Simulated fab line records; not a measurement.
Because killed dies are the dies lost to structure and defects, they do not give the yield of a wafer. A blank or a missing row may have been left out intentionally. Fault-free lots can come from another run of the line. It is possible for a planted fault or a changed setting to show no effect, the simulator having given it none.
Chamber matching :: flow sky130 :: pecvd-01 running SKY_CAPM_CVD_00: 3 sister chambers
The step deposits SiO2, target thk 15.5 nm. 6 wafers are shown with their chamber, then 8 later ones without.

## WAFERS, EACH WITH ITS CHAMBER
wafer: L080.5
chamber: 2
heater-power-w (W): 721

wafer: L086.5
chamber: 0
heater-power-w (W): 674

wafer: L089.3
chamber: 1
heater-power-w (W): 728

wafer: L089.4
chamber: 1
heater-power-w (W): 728

wafer: L089.6
chamber: 0
heater-power-w (W): 702

wafer: L091.4
chamber: 2
heater-power-w (W): 655

## WAFERS WHOSE CHAMBER IS MISSING
wafer: L091.5
heater-power-w (W): 707

wafer: L091.6
heater-power-w (W): 664

wafer: L095.1
heater-power-w (W): 688

wafer: L095.3
heater-power-w (W): 656

wafer: L095.5
heater-power-w (W): 639

wafer: L096.2
heater-power-w (W): 739

wafer: L096.4
heater-power-w (W): 681

wafer: L096.6
heater-power-w (W): 737

## CHAMBER TAKEN BY EACH
wafer: L091.5
from the rows above: can't be placed: 0 or 2 or 1
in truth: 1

wafer: L091.6
from the rows above: can't be placed: 0 or 2 or 1
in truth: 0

wafer: L095.1
from the rows above: can't be placed: 0 or 2 or 1
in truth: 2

wafer: L095.3
from the rows above: can't be placed: 0 or 2 or 1
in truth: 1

wafer: L095.5
from the rows above: can't be placed: 0 or 2 or 1
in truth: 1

wafer: L096.2
from the rows above: can't be placed: 1 or 0 or 2
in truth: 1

wafer: L096.4
from the rows above: can't be placed: 0 or 2 or 1
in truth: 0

wafer: L096.6
from the rows above: can't be placed: 1 or 0 or 2
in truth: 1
0 of 8 placed correctly. Unplaceable from these rows: 8, with the true chamber sitting among the candidates in 8. Number placed wrongly: 0.
How it was worked out, from the rows above alone: a wafer's distance from a chamber is the root of the sum, over the readings, of the square of ((its reading less the chamber's mean) divided by the reading's scatter). The wafer belongs to the nearest chamber; if the next one is less than 2 further off, it can't be placed. For every chamber, the mean is computed from those of its wafers that are shown. The scatter: take each reading less its chamber's mean, square it, sum over the shown wafers, divide by the number of wafers less the number of chambers, and take the root.
